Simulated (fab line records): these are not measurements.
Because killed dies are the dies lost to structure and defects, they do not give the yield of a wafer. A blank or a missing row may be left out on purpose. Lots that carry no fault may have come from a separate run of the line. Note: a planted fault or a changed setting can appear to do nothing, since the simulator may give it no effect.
What tool caused it? | flow sky130 | 42 wafers from 14 lots sampled at 4 of the route's 708 steps

## WHAT THE GAUGES READ, wafer by wafer
SKY_CONTACT_CD_MEAS_14: target cd 170 nm.
lot  | measured     | on        | cd nm (nm)
L658 | day 31 06:11 | cd sem-02 | 170.7 170.5 171.1
L659 | day 31 19:55 | cd sem-01 | 170.4 169.8 168.7
L661 | day 33 14:49 | cd sem-02 | 168.9 168.7 168.0
L666 | day 34 10:18 | cd sem-01 | 171.8
L668 | day 34 16:32 | cd sem-01 | 169.8
L671 | day 35 17:41 | cd sem-02 | 168.2 171.0 170.7
L673 | day 35 20:07 | cd sem-01 | 169.6 168.3 170.0
L674 | day 36 00:58 | cd sem-02 | 171.1 171.7 169.5
L675 | day 36 01:46 | cd sem-02 | 170.4 170.4 170.9
L676 | day 36 20:53 | cd sem-02 | 172.1 171.3 171.1
L678 | day 38 02:17 | cd sem-01 | 169.7 169.3 168.2
L680 | day 38 03:07 | cd sem-01 | 168.3 168.2 170.4
L679 | day 38 03:14 | cd sem-02 | 171.4 172.2 169.4
L681 | day 38 05:28 | cd sem-01 | 169.6 170.2 170.4

## WHAT TOOL EACH LOT RAN ON (gives the tool, then ch and the chambers of the sampled wafers, and finally the start)
lot  | SKY_SD_N_RTA_14                  | SKY_LOCAL_INTERCONNECT_METAL_ETCH_14 | SKY_LOCAL_INTERCONNECT_STRIP_15
L658 | rtp anneal-01 ch 0, day 27 15:56 | rie metal-04 ch 0,1, day 30 01:29    | plasma asher-02 ch 0,1, day 30 01:32
L659 | rtp anneal-01 ch 0, day 28 07:34 | rie metal-04 ch 0, day 30 15:50      | plasma asher-01 ch 0,1, day 30 15:56
L661 | rtp anneal-01 ch 0, day 30 03:36 | rie metal-04 ch 0,1, day 32 11:40    | plasma asher-01 ch 0,1, day 32 11:43
L666 | rtp anneal-02 ch 0, day 31 00:11 | rie metal-03 ch 0, day 33 08:11      | plasma asher-02 ch 0,1, day 33 08:14
L668 | rtp anneal-02 ch 0, day 31 04:32 | rie metal-03 ch 0,1, day 33 12:32    | plasma asher-01 ch 0,1, day 33 12:35
L671 | rtp anneal-01 ch 0, day 32 06:11 | rie metal-04 ch 0,1, day 34 13:41    | plasma asher-04 ch 0,1, day 34 13:44
L673 | rtp anneal-01 ch 0, day 32 09:41 | rie metal-04 ch 0,1, day 34 16:58    | plasma asher-04 ch 0,1, day 34 17:01
L674 | rtp anneal-02 ch 0, day 32 14:15 | rie metal-01 ch 0,1, day 34 21:41    | plasma asher-04 ch 0,1, day 34 21:45
L675 | rtp anneal-01 ch 0, day 32 16:02 | rie metal-01 ch 0,1, day 34 22:41    | plasma asher-04 ch 0,1, day 34 22:44
L676 | rtp anneal-02 ch 0, day 33 10:23 | rie metal-04 ch 0,1, day 35 17:08    | plasma asher-02 ch 0,1, day 35 17:11
L678 | rtp anneal-02 ch 0, day 34 16:29 | rie metal-01 ch 0,1, day 36 22:59    | plasma asher-04 ch 0,1, day 36 23:02
L680 | rtp anneal-01 ch 0, day 34 16:52 | rie metal-04 ch 0,1, day 36 23:11    | plasma asher-02 ch 0,1, day 36 23:15
L679 | rtp anneal-02 ch 0, day 34 17:33 | rie metal-03 ch 1, day 36 23:45      | plasma asher-01 ch 0,1, day 36 23:48
L681 | rtp anneal-01 ch 0, day 34 19:44 | rie metal-04 ch 0,1, day 37 01:49    | plasma asher-04 ch 0,1, day 37 01:52
- SKY_SD_N_RTA_14: time 2 s.
- SKY_LOCAL_INTERCONNECT_METAL_ETCH_14: etches TiN in Cl2/BCl3, stops on PSG, target depth 110 nm, time 31.4 s.
- SKY_LOCAL_INTERCONNECT_STRIP_15: strips in O2/N2.

## AS READ BY THE TOOLS THEMSELVES (means over the sampled wafers that have a number; for cases with no such wafer, the mark the record gives instead)
SKY_SD_N_RTA_14.
lot  | tool          | lamp power pct (%) | wafer_temp_C_max
L658 | rtp anneal-01 | 15.71              | 1078.2
L659 | rtp anneal-01 | 15.71              | 1077.9
L661 | rtp anneal-01 | 15.71              | 1078.2
L666 | rtp anneal-02 | 15.73              | 1078.0
L668 | rtp anneal-02 | 15.76              | 1077.8
L671 | rtp anneal-01 | 15.67              | 1078.8
L673 | rtp anneal-01 | 15.74              | 1077.2
L674 | rtp anneal-02 | 15.76              | 1078.8
L675 | rtp anneal-01 | 15.74              | 1078.0
L676 | rtp anneal-02 | 15.79              | 1076.4
L678 | rtp anneal-02 | 15.74              | 1076.8
L680 | rtp anneal-01 | 15.64              | 1077.4
L679 | rtp anneal-02 | 15.74              | 1078.1
L681 | rtp anneal-01 | 15.70              | 1077.2

SKY_LOCAL_INTERCONNECT_METAL_ETCH_14.
lot  | tool         | bcl3 flow sccm (sccm) | drypump motor current A (A) | oes product au (a.u.) | rf fwd power W (W) | throttle valve pct (%)
L658 | rie metal-04 | 29.97                 | 6.36                        | 0.939                 | 883                | 21.892
L659 | rie metal-04 | 30.01                 | 6.34                        | 0.942                 | 892                | 21.901
L661 | rie metal-04 | 30.00                 | 6.35                        | 0.939                 | 879                | 21.901
L666 | rie metal-03 | 29.98                 | 5.79                        | 0.905                 | 887                | 21.922
L668 | rie metal-03 | 29.93                 | 6.03                        | 0.907                 | 887                | 21.917
L671 | rie metal-04 | 30.06                 | 6.37                        | 0.937                 | 883                | 21.901
L673 | rie metal-04 | 30.02                 | 6.35                        | 0.938                 | 888                | 21.896
L674 | rie metal-01 | 30.03                 | 6.18                        | 0.949                 | 894                | 21.905
L675 | rie metal-01 | 30.07                 | 6.39                        | 0.934                 | 890                | 21.908
L676 | rie metal-04 | 29.98                 | 6.37                        | 0.940                 | 884                | 21.900
L678 | rie metal-01 | 29.98                 | 6.42                        | 0.945                 | 895                | 21.894
L680 | rie metal-04 | 30.00                 | 6.33                        | 0.934                 | 886                | 21.916
L679 | rie metal-03 | 30.01                 | 6.55                        | 0.943                 | 891                | 21.902
L681 | rie metal-04 | 30.08                 | 6.38                        | 0.942                 | 882                | 21.905

SKY_LOCAL_INTERCONNECT_STRIP_15.
lot  | tool            | drypump motor current A (A) | oes product au (a.u.) | strip time to endpoint s (s)
L658 | plasma asher-02 | 5.7                         | 0.428                 | 4.742
L659 | plasma asher-01 | 5.6                         | 0.427                 | 4.703
L661 | plasma asher-01 | 5.8                         | 0.423                 | 4.697
L666 | plasma asher-02 | 5.7                         | 0.426                 | 4.794
L668 | plasma asher-01 | 5.8                         | 0.425                 | 4.782
L671 | plasma asher-04 | 6.1                         | 0.431                 | 4.741
L673 | plasma asher-04 | 6.1                         | 0.432                 | 4.720
L674 | plasma asher-04 | 5.6                         | 0.431                 | 4.764
L675 | plasma asher-04 | 6.1                         | 0.425                 | 4.723
L676 | plasma asher-02 | 5.7                         | 0.427                 | 4.709
L678 | plasma asher-04 | 5.6                         | 0.428                 | 4.743
L680 | plasma asher-02 | 5.6                         | 0.426                 | 4.739
L679 | plasma asher-01 | 5.6                         | 0.427                 | 4.740
L681 | plasma asher-04 | 6.1                         | 0.430                 | 4.729

## THE ANSWER, worked out from the rows above alone
Rule: what is usual is taken from the lots themselves. The widest of any qualifying gaps counts: lots, ordered by their means at a reading, are off when they make up no more than a third of the lots, leave a main group of 4 or more, and stand apart from it by 3 or more times the standard deviation of that group's means. A main group whose means are all the same, to the digits that the tables above print for the reading, isn't used. A lot without any number at a reading at which 4 lots or more have one is off too. Any other lot the step has rows for is counted as sound. After the gauges, taken in route order, come the tools' own readings; for these a lot's mean is taken, as printed above. The first step at which some lot is off is used, and at that step the reading that is off furthest; a lot without a number counts as furthest.
Off at SKY_LOCAL_INTERCONNECT_METAL_ETCH_14 (oes product au): L666, L668. The main group: mean 0.940 a.u., standard deviation 0.0042.
A tool fits if, at that step or a process step before it, it ran every lot that is off, and no sound lot after the first of them. None of those tried fits.

## WHAT THE SIMULATOR HAD PUT IN
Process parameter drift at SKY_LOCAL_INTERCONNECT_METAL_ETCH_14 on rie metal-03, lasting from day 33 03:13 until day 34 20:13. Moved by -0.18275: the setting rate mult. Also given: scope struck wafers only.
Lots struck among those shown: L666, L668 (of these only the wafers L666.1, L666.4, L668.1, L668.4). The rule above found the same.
